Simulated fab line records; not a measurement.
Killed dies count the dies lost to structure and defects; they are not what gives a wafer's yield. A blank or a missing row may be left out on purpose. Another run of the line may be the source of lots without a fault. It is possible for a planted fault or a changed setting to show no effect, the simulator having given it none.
A lot that was struck, set against a sound lot | flow sfqLine | 41 steps out of a route of 325
Sound: these wafers, L426.2, L426.4, L426.6. Struck: wafers L425.1, L425.5, L425.6. Last of all comes the cause.
Per side, at each step with rows, come the tool, then ch with its chambers, and then its first start. Under that, the readings that differ: sound wafers | struck wafers | difference of the means | sigmas: that difference in standard deviations of wafers without a fault.
alike: words and numbers the same on both sides, and readings whose means are apart by under 2 such deviations; not compared: readings that were withheld, readings missing a value for some wafer, numbers with overlapping values and no deviation given by the record, and bounds like >300 which may hide the same value.
The two part at a step that has a row with sigmas, a row that says differs or no value, or rows on one side only. Numbers that don't overlap but have no deviation are shown without sigmas and don't part them. A reading missing from all wafers of one side parts the sides only when that side holds two or more wafers.

SFQ_I0_OVL_MEAS_908:
  struck on overlay-01, day 20 22:57; sound on overlay-01, day 21 10:57
  alike: I0_OVL
SFQ_TRILAYER_I0_VIA_BARC_OPEN_VIA_ETCH_046: etches BARC in O2, target depth 125 nm, time 41.7 s.
  sound on rieDiel-04 ch 0,2, day 21 10:59; struck on rieDiel-01 ch 2,3, day 20 22:59
  alike: drypumpMotorCurrentA, oesProductAu, rfFwdPowerW
  not compared: rfHoursCounterH
SFQ_TRILAYER_I0_VIA_ETCH_VIA_ETCH_034: etches SiO2 in CHF3, stops on Nb, target depth 260 nm.
  sound on rieDiel-04 ch 0,2, day 21 11:01; struck on rieDiel-01 ch 2,3, day 20 23:01
  alike: drypumpMotorCurrentA, oesProductAu, rfFwdPowerW
then, 4 steps without rows for these wafers: SFQ_TRILAYER_I0_VIA_STRIP_STRIP_035 (strips in O2); SFQ_TRILAYER_I0_VIA_STRIP_SOLV_CLEAN_036 (cleans in NMP, time 600 s); SFQ_TRILAYER_M1_DEP_PRE_CLEAN_038 (time 22.5 s); SFQ_TRILAYER_M1_DEP_SPUTTER_037 (material Nb, target thk 200 nm, time 133.3 s).
SFQ_M1_RS_MEAS_909: measurement is done with a four-point probe.
  struck on filmMetro-01, day 21 00:02; sound on filmMetro-02, day 21 12:03
  alike: M1_NB_RS
then, 3 steps without rows for these wafers: SFQ_TRILAYER_M1_LITHO_COAT_044 (resist thk 62 nm); SFQ_TRILAYER_M1_LITHO_COAT_039 (resist thk 600 nm); SFQ_TRILAYER_M1_LITHO_SOFTBAKE_043.
-- the record jumps here: 6 days lie between the struck wafers' starts before and after --
SFQ_TRILAYER_M1_LITHO_EXPOSE_040: exposes mask M1, target cd 500 nm.
  sound on krfScanner-01 ch 0, day 27 12:52; struck on krfScanner-02 ch 0, day 27 03:08
reading           | sound                | struck               | difference | sigmas
exposureDoseMJCm2 | 14.416 14.403 14.400 | 18.886 18.890 18.889 | +4.482     | +99 or more
  alike: mask
then, 2 steps without rows for these wafers: SFQ_TRILAYER_M1_LITHO_PEB_042 (peb time 60 s); SFQ_TRILAYER_M1_LITHO_DEVELOP_041 (time 60 s).
SFQ_M1_OVL_MEAS_911:
  struck on overlay-01, day 27 04:38; sound on overlay-01, day 27 14:11
  alike: M1_OVL
SFQ_TRILAYER_M1_BARC_OPEN_METAL_ETCH_054: etches BARC in O2, target depth 125 nm, time 41.7 s.
  sound on rieMetal-02 ch 0,1, day 27 14:13; struck on rieMetal-02 ch 0,1, day 27 04:41
reading            | sound             | struck            | difference | sigmas
model.M1.cdNm (nm) | 500.8 499.3 500.9 | 455.6 454.8 455.7 | -45.0      | 
  alike: drypumpMotorCurrentA, oesProductAu, rfFwdPowerW
  not compared: rfHoursCounterH
SFQ_TRILAYER_M1_ETCH_METAL_ETCH_042: etches Nb in Cl2/Ar, stops on SiO2, target depth 240 nm, time 120 s.
  sound on rieMetal-02 ch 0,1, day 27 14:16; struck on rieMetal-02 ch 0,1, day 27 04:44
reading            | sound           | struck            | difference | sigmas
model.M1.cdNm (nm) | 499.9 500.7 499 | 456.7 452.5 456.7 | -44.6      | 
  alike: drypumpMotorCurrentA, oesProductAu, rfFwdPowerW
  not compared: rfHoursCounterH
SFQ_TRILAYER_M1_STRIP_STRIP_043: strips in O2.
  sound on rieMetal-02 ch 0,1, day 27 14:23; struck on rieMetal-02 ch 0,1, day 27 04:52
  alike: drypumpMotorCurrentA, oesProductAu
  not compared: rfHoursCounterH
then, 3 steps without rows for these wafers: SFQ_TRILAYER_M1_STRIP_SOLV_CLEAN_044 (cleans in NMP, time 600 s); SFQ_TRILAYER_I1_DEP_PECVD_045 (deposits SiO2 from SiH4/N2O, time 111.11 s, target thk 500 nm); SFQ_TRILAYER_I1_CMP_CMP_046 (polishes SiO2).
SFQ_I1_BOW_MEAS_912:
  struck on filmMetro-01, day 27 20:12; sound on filmMetro-01, day 28 01:54
  alike: I1_BOW
then, 7 steps without rows for these wafers: SFQ_TRILAYER_I1_METRO_MEASURE_047; SFQ_TRILAYER_I1_VIA_LITHO_COAT_054 (resist thk 62 nm); SFQ_TRILAYER_I1_VIA_LITHO_COAT_049 (resist thk 650 nm); SFQ_TRILAYER_I1_VIA_LITHO_SOFTBAKE_053; SFQ_TRILAYER_I1_VIA_LITHO_EXPOSE_050 (exposes mask I1, target cd 500 nm); SFQ_TRILAYER_I1_VIA_LITHO_PEB_052 (peb time 60 s); SFQ_TRILAYER_I1_VIA_LITHO_DEVELOP_051 (time 60 s).
SFQ_I1_OVL_MEAS_913:
  struck on overlay-01, day 28 02:22; sound on overlay-02, day 28 06:20
  alike: I1_OVL
SFQ_TRILAYER_I1_VIA_BARC_OPEN_VIA_ETCH_071: etches BARC in O2, target depth 125 nm, time 41.7 s.
  sound on rieDiel-02 ch 0,1,3, day 28 06:22; struck on rieDiel-04 ch 1,2,3, day 28 02:24
  alike: drypumpMotorCurrentA, oesProductAu, rfFwdPowerW
  not compared: rfHoursCounterH
then, 1 step without rows for these wafers: SFQ_TRILAYER_I1_VIA_ETCH_VIA_ETCH_052 (etches SiO2 in CHF3, stops on Nb, target depth 260 nm).
SFQ_TRILAYER_I1_VIA_STRIP_STRIP_053: strips in O2.
  sound on rieMetal-04 ch 0, day 28 06:31; struck on rieMetal-02 ch 0,1, day 28 02:33
reading                  | sound       | struck      | difference | sigmas
drypumpMotorCurrentA (A) | 5.3 5.2 5.3 | 6.4 6.4 6.3 | +1.1       | +3
  alike: oesProductAu
  not compared: rfHoursCounterH
then, 3 steps without rows for these wafers: SFQ_TRILAYER_I1_VIA_STRIP_SOLV_CLEAN_054 (cleans in NMP, time 600 s); SFQ_TRILAYER_M2_DEP_PRE_CLEAN_056 (time 22.5 s); SFQ_TRILAYER_M2_DEP_SPUTTER_055 (material Nb, target thk 200 nm, time 133.3 s).
SFQ_M2_RS_MEAS_914: measurement is done with a four-point probe.
  struck on filmMetro-02, day 28 03:27; sound on filmMetro-01, day 28 07:25
  alike: M2_NB_RS
then, 3 steps without rows for these wafers: SFQ_TRILAYER_M2_LITHO_COAT_062 (resist thk 62 nm); SFQ_TRILAYER_M2_LITHO_COAT_057 (resist thk 600 nm); SFQ_TRILAYER_M2_LITHO_SOFTBAKE_061.
-- the record jumps here: 51 days lie between the struck wafers' starts before and after --
SFQ_M8_BOW_MEAS_951:
  struck on filmMetro-04, day 79 01:28; sound on filmMetro-02, day 79 03:53
reading              | sound             | struck            | difference | sigmas
model.etest.m1.ohmUm | 1.768 1.765 1.765 | 1.954 1.952 1.933 | +0.180     | 
  alike: M8_BOW

== WHERE THEY PART ==
Last at SFQ_TRILAYER_I1_VIA_STRIP_STRIP_053 as far as this record goes, first at SFQ_TRILAYER_M1_LITHO_EXPOSE_040. Later steps at which nothing parts them and some readings are alike: SFQ_M2_RS_MEAS_914, SFQ_M8_BOW_MEAS_951.

WHY: the cause the simulator had injected
Process parameters drifting: krfScanner-02 at SFQ_TRILAYER_M1_LITHO_EXPOSE_040, beginning at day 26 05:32. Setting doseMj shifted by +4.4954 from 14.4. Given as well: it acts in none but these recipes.
